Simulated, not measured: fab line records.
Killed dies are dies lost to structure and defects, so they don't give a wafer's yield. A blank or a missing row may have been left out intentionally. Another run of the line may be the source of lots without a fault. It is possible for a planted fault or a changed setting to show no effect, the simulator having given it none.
One fault through the eyes of 2 desks | flow sfq_line | numbers are kept per desk, each desk with only its own; the story behind them comes last

## METROLOGY DESK
Lot by lot, what the gauges showed, no matter which tool ran the lot: averages of those sampled wafers that carry a number. If a lot's mean is further than 4 standard deviations from the usual mean, the lot is out of limits and carries the mark OUT (the distance appears in the brackets).
Columns: A = M2_NB_RS at SFQ_M2_RS_MEAS_914, usual 0.892 ohm/sq; B = M4_OVL at SFQ_M4_OVL_MEAS_926, usual -4 nm
lot  | first seen here | A               | B
L825 | day 30 23:15    | 0.876           | -13
L826 | day 32 11:15    | 0.869           | -8
L827 | day 32 21:13    | 0.907           | -5
L829 | day 33 09:28    | 0.884           | -4
L830 | day 34 01:56    | 0.891           | -2
L831 | day 34 19:55    | 0.893           | -4
L832 | day 35 04:19    | 0.889           | -4
L833 | day 35 17:23    | 0.877           | -3
L836 | day 37 05:26    | 0.907           | 4
L843 | day 39 10:20    | 0.889           | -0
L845 | day 39 16:22    | 1.237 (+31) OUT | -5
L846 | day 39 21:07    | 1.197 (+28) OUT | -8
L847 | day 41 06:22    | 0.891           | -7
L848 | day 41 17:17    | 0.889           | -13
Per this desk, out of limits: L845, L846; the first was L845, day 39 16:22 (M2_NB_RS at SFQ_M2_RS_MEAS_914). In limits: L825, L826, L827, L829, L830, L831, L832, L833, L836, L843, L847, L848.

## TOOL OWNER'S DESK, pvd_sputter-03
The tool's own readings at SFQ_TRILAYER_M2_DEP_SPUTTER_055 (material Nb, target thk 200 nm, time 133.3 s): means of the sampled wafers that have a number, for each lot that ran on this tool. If a lot's mean is further than 4 standard deviations from the usual mean, the lot is out of limits and carries the mark OUT (the distance appears in the brackets).
Columns: A = cathode_dc_power_W at SFQ_TRILAYER_M2_DEP_SPUTTER_055, usual 2000.0 W; B = resputter_cathode_voltage_v at SFQ_TRILAYER_M2_DEP_SPUTTER_055, usual 400 V; C = throttle_valve_pct at SFQ_TRILAYER_M2_DEP_SPUTTER_055, usual 30.3 %
lot  | first seen here | A      | B   | C
L825 | day 30 23:10    | 2000.2 | 396 | 30.1
L826 | day 32 11:10    | 2000.1 | 402 | 30.3
L829 | day 33 09:22    | 2000.1 | 397 | 30.1
L832 | day 35 04:14    | 1999.2 | 399 | 29.9
L836 | day 37 05:18    | 2000.0 | 406 | 30.5
L845 | day 39 16:14    | 2000.0 | 400 | 30.0
L846 | day 39 21:01    | 2000.1 | 400 | 30.3
This desk found nothing out of limits on any of the 7 lots.

## TAKEN TOGETHER
The metrology desk could have raised an alarm at day 39 16:22, on L845, L846.
Nothing out of limits was seen by the tool owner's desk.
Tool owner's desk: L845, L846 on record, inside its limits.
The lots listed all ran SFQ_TRILAYER_M2_DEP_SPUTTER_055 on pvd_sputter-03.

## WHAT THE SIMULATOR HAD PUT IN
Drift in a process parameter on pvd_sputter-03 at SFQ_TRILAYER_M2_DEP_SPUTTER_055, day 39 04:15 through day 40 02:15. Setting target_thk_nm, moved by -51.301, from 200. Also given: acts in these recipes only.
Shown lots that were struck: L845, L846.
Per desk, hours elapsed from the start of the fault to the first reading out of limits: for the metrology desk, 12.
